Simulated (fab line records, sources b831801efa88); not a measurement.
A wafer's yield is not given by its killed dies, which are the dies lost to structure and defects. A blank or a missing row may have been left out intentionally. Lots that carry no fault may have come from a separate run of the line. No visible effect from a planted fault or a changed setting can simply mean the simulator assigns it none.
A lot that was struck, set against a sound lot | flow sky130 | 15 out of 708 route steps
Sound: the wafers L268.2, L268.5, L268.6. Struck: wafer L258.4 (left out: L258.1, a lot-mate that was not struck); the cause follows at the end.
Per side, at each step with rows, come the tool, then ch with its chambers, and then its first start. Under that, the readings that differ: sound wafers | struck wafers | difference of the means | sigmas: that difference in standard deviations of wafers without a fault.
alike: words and numbers the same on both sides, and readings whose means are apart by under 2 such deviations; not compared: readings that were withheld, readings missing a value for some wafer, numbers with overlapping values and no deviation given by the record, and bounds like >300 which may hide the same value.
A row with sigmas, a row that says differs or no value, or rows on one side alone: a step with any of these is where the two part. When numbers do not overlap yet have no deviation, they are printed without sigmas and do not part them. Lack of a reading on every wafer of one side parts them only where that side has two or more wafers.

first, 4 steps without rows for these wafers: SKY_LI_CONTACT_SOFTBAKE_08 (time 90 s); SKY_LI_CONTACT_EXPOSE_09 (exposes mask LICM1, target cd 170 nm); SKY_LI_CONTACT_PEB_10; SKY_LI_CONTACT_DEVELOP_11 (develop time 60 s).
SKY_LI_CONTACT_CD_MEAS_12: target cd 170 nm.
  sound: cd sem-02 at day 36 13:55; struck: cd sem-01 at day 33 11:01
  alike: cd nm
SKY_LI_CONTACT_OVL_MEAS_13:
  sound: overlay-02 at day 36 14:01; struck: overlay-02 at day 33 11:08
  alike: LI_CONTACT_OVL
SKY_LI_CONTACT_ETCH_14: etches BARC in N2/H2, stops on SiO2, time 45.9 s, target depth 60 nm.
  sound on rie diel-02 ch 0,1, day 36 14:03; struck on rie diel-02 ch 0, day 33 11:10
  alike: bias w, chamber pressure mTorr, drypump motor current A, n2 flow sccm, oes product au, throttle valve pct
  not compared: rf hours counter h
SKY_LI_CONTACT_ETCH_15: etches PSG in C4F8/O2/Ar, stops on Si, target depth 600 nm.
  sound on rie diel-02 ch 0,1, day 36 14:06; struck on rie diel-02 ch 0, day 33 11:13
  reading    | sound          | struck | difference | sigmas
  bias w (W) | 1203 1205 1203 | 1196   | -8         | -2
  alike: chamber pressure mTorr, oes product au
SKY_LI_CONTACT_STRIP_16: strips in O2/N2.
  sound on plasma asher-01 ch 0,1, day 36 14:11; struck on plasma asher-04 ch 1, day 33 11:18
  alike: chamber pressure mTorr, drypump motor current A, n2 flow sccm, oes product au, strip time to endpoint s
  not compared: rf hours counter h
then, 2 steps without rows for these wafers: SKY_LI_CONTACT_CLEAN_17 (cleans in NMP, time 600 s); SKY_LI_CONTACT_PRE_CLEAN_18 (time 5.6 s).
SKY_LI_CONTACT_SPUTTER_19: material Ti, target thk 20 nm, time 106.37 s.
  sound: pvd sputter-04 at day 36 14:29; struck: pvd sputter-01 at day 33 11:36
  alike: throttle valve pct
SKY_LI_CONTACT_SPUTTER_20: material TiN, target thk 20 nm, time 80 s.
  sound: pvd sputter-04 at day 36 14:33; struck: pvd sputter-01 at day 33 11:40
  reading                                        | sound             | struck | difference | sigmas
  model.TiN_of_LI_CONTACT_SPUTTER_20.thk nm (nm) | 19.74 19.78 19.73 | 15.6   | -4.2       |
  alike: throttle valve pct
SKY_LI_CONTACT_CVD_21: deposits W, target thk 400 nm, time 120.56 s.
  sound on cvd w-02 ch 0,1, day 36 14:37; struck on cvd w-02 ch 1, day 33 11:44
  alike: heater power w, susceptor temp C
after that, 1 step had no rows for these wafers: SKY_PAD_OPEN_PROBE_99.

## WHERE THEY PART
Within this record, at SKY_LI_CONTACT_ETCH_15 only. Later steps at which nothing parts them and some readings are alike: SKY_LI_CONTACT_STRIP_16, SKY_LI_CONTACT_SPUTTER_19, SKY_LI_CONTACT_SPUTTER_20, SKY_LI_CONTACT_CVD_21.

WHY: the cause the simulator had injected
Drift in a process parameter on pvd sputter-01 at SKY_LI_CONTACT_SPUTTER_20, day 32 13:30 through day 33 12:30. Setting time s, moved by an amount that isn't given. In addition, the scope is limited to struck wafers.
